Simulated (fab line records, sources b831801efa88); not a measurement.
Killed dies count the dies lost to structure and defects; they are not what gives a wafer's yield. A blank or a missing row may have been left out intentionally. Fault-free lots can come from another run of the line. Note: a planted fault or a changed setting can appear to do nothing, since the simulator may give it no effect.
Struck lot and sound lot, side by side :: flow sky130 :: 37 out of 708 route steps
Sound: wafers L531.1, L531.5, L531.6. Struck: wafer L542.6. (L542.2, L542.3 of the same lot were not struck and are left out.) The cause comes at the end.
Order at every step that has rows: each side's tool, ch and its chambers, its first start. Under that, the readings that differ: sound wafers :: struck wafers :: difference of the means :: sigmas: that difference in standard deviations of wafers without a fault.
alike: readings whose means differ by less than 2 such deviations, and words and numbers that are the same on both sides. not compared: withheld readings, readings that some wafer has no value for, bounds like >300 that may hide the same value, and numbers for which the record gives no deviation and whose values overlap.
A row with sigmas, a row that says differs or no value, or rows on one side alone: a step with any of these is where the two part. When numbers do not overlap yet have no deviation, they are printed without sigmas and do not part them. A reading that every wafer of one side lacks parts them only if that side has two wafers or more.

first, 10 steps without rows for these wafers: SKY_METAL2_EXPOSE_12 (exposes mask MM2, target cd 140 nm); SKY_METAL2_PEB_13; SKY_METAL2_DEVELOP_14 (develop time 60 s); SKY_METAL2_DESCUM_17 (chemistry O2, time 8 s); SKY_METAL2_ETCH_18 (etches BARC in N2/H2, stops on SiO2, time 45.9 s, target depth 60 nm); SKY_METAL2_METAL_ETCH_19 (etches the open film in Cl2/BCl3, stops on SiO2, target depth 360 nm, time 78 s); SKY_METAL2_STRIP_20 (strips in O2/N2); SKY_METAL2_STRIP_21 (strips in post etch residue remover, time 1200 s); SKY_METAL2_CLEAN_22 (cleans in IPA, time 180 s); SKY_METAL2_CLEAN_23 (cleans in O3/DIW).
SKY_VIA2_HDPCVD_00: deposits SiO2, target thk 1180 nm, time 196.7 s.
  sound on hdpcvd-01 ch 1,2, day 35 15:06; struck on hdpcvd-01 ch 0, day 39 12:48
reading: model.SiO2_of_VIA2_HDPCVD_00.thk-nm (nm)
sound: 1185 1177 1169
struck: 353.1
difference: -823.9
sigmas: 
SKY_VIA2_THK_MEAS_01:
  sound: film-metro-02 at day 35 15:14; struck: film-metro-02 at day 39 12:56
reading: VIA2_HDPCVD_THK (nm)
sound: 1185 1178 1169
struck: 353
difference: -824
sigmas: -69
then, 10 steps without rows for these wafers: SKY_VIA2_CMP_02 (polishes SiO2); SKY_VIA2_DEHYDRATE_04 (time 60 s); SKY_VIA2_HMDS_05 (prime time 60 s); SKY_VIA2_COAT_06 (resist thk 60 nm); SKY_VIA2_COAT_07 (resist thk 450 nm); SKY_VIA2_SOFTBAKE_08 (time 90 s); SKY_VIA2_EXPOSE_09 (exposes mask VIM2, target cd 200 nm); SKY_VIA2_PEB_10; SKY_VIA2_DEVELOP_11 (develop time 60 s); SKY_VIA2_ETCH_14 (etches BARC in N2/H2, stops on SiO2, time 45.9 s, target depth 60 nm).
SKY_VIA2_ETCH_15: etches SiO2 in C4F8/O2/Ar, stops on TiN, target depth 546 nm, time 84 s.
  sound on rie-diel-01 ch 0,2,3, day 36 18:37; struck on rie-diel-04 ch 3, day 40 14:37
reading: oes-product-au (a.u.)
sound: 0.934 0.931 0.950
struck: 0.784
difference: -0.154
sigmas: -32

reading: model.etch.depth-nm (nm)
sound: 495.3 495.5 494.9
struck: 353.1
difference: -142.1
sigmas: 

reading: model.VIA2.feature-depth-nm (nm)
sound: 495.3 495.5 494.9
struck: 353.1
difference: -142.1
sigmas: 
  not compared: rf-hours-counter-h
then, 12 steps without rows for these wafers: SKY_VIA2_STRIP_16 (strips in O2/N2); SKY_VIA2_STRIP_17 (strips in post etch residue remover, time 1200 s); SKY_VIA2_CLEAN_18 (cleans in IPA, time 180 s); SKY_VIA2_CLEAN_19 (cleans in O3/DIW); SKY_VIA2_SPUTTER_20 (material TiN, target thk 20 nm, time 80 s); SKY_VIA2_CVD_21 (deposits W, target thk 420 nm, time 126.4 s); SKY_VIA2_CMP_24 (polishes, stops on SiO2, t overpolish 20 s, target thk 0 nm); SKY_METAL3_SPUTTER_00 (material Ti, target thk 15 nm, time 10 s); SKY_METAL3_SPUTTER_01 (material TiN, target thk 20 nm, time 16.7 s); SKY_METAL3_SPUTTER_02 (material AlCu, target thk 735 nm, time 39.1 s); SKY_METAL3_SPUTTER_03 (material Ti, target thk 5 nm, time 3.3 s); SKY_METAL3_SPUTTER_04 (material TiN, target thk 70 nm, time 58.3 s).
-- the record jumps here: 2 days lie between the struck wafers' starts before and after --
SKY_METAL3_METAL_ETCH_18: etches the open film in Cl2/BCl3, stops on SiO2, target depth 845 nm, time 183.1 s.
  sound on rie-metal-03 ch 0,1, day 39 00:46; struck on rie-metal-03 ch 1, day 42 17:34
reading: model.SiO2_of_VIA2_HDPCVD_00.thk-nm (nm)
sound: 465.8 465.8 465.3
struck: 323.8
difference: -141.8
sigmas: 
  alike: drypump-motor-current-A, oes-product-au, throttle-valve-pct
  not compared: rf-hours-counter-h
-- the record jumps here: 7 days lie between the struck wafers' starts before and after (it left off in module METAL3 and takes up again in module PAD_OPEN, whose first step shown is number 708 of the route) --
SKY_PAD_OPEN_PROBE_99:
  sound: prober-02 at day 46 06:44; struck: prober-01 at day 49 08:59
reading: model.etest.tester.sort-n-pass
sound: 402 399 419
struck: 248
difference: -159
sigmas: 

reading: model.etest.tester.sort-yield-pct (%)
sound: 81.71 81.1 85.16
struck: 50.41
difference: -32.25
sigmas: 

reading: model.etest.tester.sort_bin_3_pct (%)
sound: 0.813 0.6098 0.4065
struck: 34.15
difference: +33.54
sigmas: 

reading: model.etest.met3-comb.leak-log10-a-um
sound: -12.03 -11.8 -12.04
struck: -7.213
difference: +4.744
sigmas: 

reading: model.etest.via2-chain.rc-ohm
sound: 9.885 10.15 10.15
struck: 9.421
difference: -0.641
sigmas: 

reading: model.etest.tester.sort_bin_8_pct (%)
sound: 0 0 0
struck: 1.997e-06
difference: +1.997e-06
sigmas: 
  alike: defect-limited-yield, killed_at_M0_to_M3, killed_at_M4_up, killed-at-contacts, killed-at-front-end, killed-at-other, killed-dies, killed-open, killed-short

WHERE THEY PART
Last at SKY_VIA2_ETCH_15 as far as this record goes, first at SKY_VIA2_THK_MEAS_01. Later steps at which nothing parts them and some readings are alike: SKY_METAL3_METAL_ETCH_18, SKY_PAD_OPEN_PROBE_99.

WHY: what had been put in by the simulator
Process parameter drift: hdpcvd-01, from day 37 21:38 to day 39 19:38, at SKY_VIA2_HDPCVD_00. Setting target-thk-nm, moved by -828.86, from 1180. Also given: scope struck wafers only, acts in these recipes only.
